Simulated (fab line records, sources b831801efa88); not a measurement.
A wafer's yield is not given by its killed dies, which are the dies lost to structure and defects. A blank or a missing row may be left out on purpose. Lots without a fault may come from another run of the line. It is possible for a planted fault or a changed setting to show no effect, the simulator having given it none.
What tool caused it? / flow sky130 / 30 wafers from 10 lots sampled at 4 of the route's 708 steps

WHAT THE GAUGES READ, wafer by wafer
SKY_VIA2_THK_MEAS_23: measures by xrf.
lot=L569; measured=day 35 22:57; on=film_metro-03; VIA2_W_THK (nm)=439 435 430
lot=L570; measured=day 36 08:38; on=film_metro-03; VIA2_W_THK (nm)=432 434 428
lot=L572; measured=day 37 19:31; on=film_metro-03; VIA2_W_THK (nm)=428 435 435
lot=L574; measured=day 37 20:40; on=film_metro-02; VIA2_W_THK (nm)=427 430 436
lot=L575; measured=day 38 04:27; on=film_metro-02; VIA2_W_THK (nm)=429 425 430
lot=L576; measured=day 38 23:41; on=film_metro-01; VIA2_W_THK (nm)=435 421 434
lot=L578; measured=day 39 03:15; on=film_metro-01; VIA2_W_THK (nm)=460 431 468
lot=L588; measured=day 42 09:20; on=film_metro-03; VIA2_W_THK (nm)=427 430 427
lot=L592; measured=day 44 00:27; on=film_metro-03; VIA2_W_THK (nm)=427 431 429
lot=L591; measured=day 44 03:56; on=film_metro-03; VIA2_W_THK (nm)=437 428 427

WHAT TOOL EACH LOT RAN ON (gives the tool, then ch and the chambers of the sampled wafers, and finally the start)
lot=L569; SKY_VIA1_ETCH_14=rie_diel-02 ch 0,1,3, day 33 14:27; SKY_VIA2_SPUTTER_20=pvd_sputter-01, day 35 22:37; SKY_VIA2_CVD_21=cvd_w-01 ch 0,1, day 35 22:44
lot=L570; SKY_VIA1_ETCH_14=rie_diel-04 ch 0,1,2, day 33 23:37; SKY_VIA2_SPUTTER_20=pvd_sputter-02, day 36 08:19; SKY_VIA2_CVD_21=cvd_w-01 ch 0,1, day 36 08:22
lot=L572; SKY_VIA1_ETCH_14=rie_diel-02 ch 0,1,2, day 35 11:05; SKY_VIA2_SPUTTER_20=pvd_sputter-02, day 37 19:12; SKY_VIA2_CVD_21=cvd_w-02 ch 0,1, day 37 19:16
lot=L574; SKY_VIA1_ETCH_14=rie_diel-01 ch 1,2,3, day 35 12:02; SKY_VIA2_SPUTTER_20=pvd_sputter-01, day 37 20:21; SKY_VIA2_CVD_21=cvd_w-02 ch 0,1, day 37 20:25
lot=L575; SKY_VIA1_ETCH_14=rie_diel-01 ch 0,1,3, day 35 19:55; SKY_VIA2_SPUTTER_20=pvd_sputter-01, day 38 04:08; SKY_VIA2_CVD_21=cvd_w-01 ch 0,1, day 38 04:11
lot=L576; SKY_VIA1_ETCH_14=rie_diel-04 ch 1,2,3, day 36 16:03; SKY_VIA2_SPUTTER_20=pvd_sputter-04, day 38 23:22; SKY_VIA2_CVD_21=cvd_w-02 ch 0,1, day 38 23:26
lot=L578; SKY_VIA1_ETCH_14=rie_diel-02 ch 2,3, day 36 19:57; SKY_VIA2_SPUTTER_20=pvd_sputter-02, day 39 02:56; SKY_VIA2_CVD_21=cvd_w-02 ch 0,1, day 39 03:00
lot=L588; SKY_VIA1_ETCH_14=rie_diel-04 ch 1,3, day 40 04:25; SKY_VIA2_SPUTTER_20=pvd_sputter-02, day 42 09:02; SKY_VIA2_CVD_21=cvd_w-02 ch 0,1, day 42 09:05
lot=L592; SKY_VIA1_ETCH_14=rie_diel-04 ch 0,2,3, day 41 22:37; SKY_VIA2_SPUTTER_20=pvd_sputter-02, day 44 00:07; SKY_VIA2_CVD_21=cvd_w-02 ch 0,1, day 44 00:11
lot=L591; SKY_VIA1_ETCH_14=rie_diel-04 ch 0,3, day 42 01:02; SKY_VIA2_SPUTTER_20=pvd_sputter-04, day 44 03:36; SKY_VIA2_CVD_21=cvd_w-02 ch 0,1, day 44 03:42
- SKY_VIA1_ETCH_14: etches BARC in N2/H2, stops on SiO2, time 45.9 s, target depth 60 nm.
- SKY_VIA2_SPUTTER_20: material TiN, target thk 20 nm, time 80 s.
- SKY_VIA2_CVD_21: deposits W, target thk 420 nm, time 126.4 s.

THE ANSWER, worked out from the rows above alone
Rule: the usual values come from the lots themselves. Put in order of their means at a reading, lots are off if they are a third of the lots or fewer, leave a main group of 4 or more, and stand apart from it by a gap of 3 or more times the standard deviation of the main group's means; of several such gaps the widest counts. A main group whose means are all the same, to the digits that the tables above print for the reading, isn't used. Also off: a lot with no number at a reading for which 4 or more lots have one. The other lots that the step has rows for count as sound.
Off: L578, at SKY_VIA2_THK_MEAS_23 (VIA2_W_THK). Mean 431 nm and standard deviation 2.1 in the main group.
If a tool, at a process step before that reading, ran all the lots that are off and no sound lot after the first of them, it fits. Those tools and the gauges at SKY_VIA2_THK_MEAS_23 are tried in the same way. This does not decide it: 2 tools fit, namely rie_diel-02 at SKY_VIA1_ETCH_14 and film_metro-01 at SKY_VIA2_THK_MEAS_23.

WHAT WAS PUT IN BY THE SIMULATOR
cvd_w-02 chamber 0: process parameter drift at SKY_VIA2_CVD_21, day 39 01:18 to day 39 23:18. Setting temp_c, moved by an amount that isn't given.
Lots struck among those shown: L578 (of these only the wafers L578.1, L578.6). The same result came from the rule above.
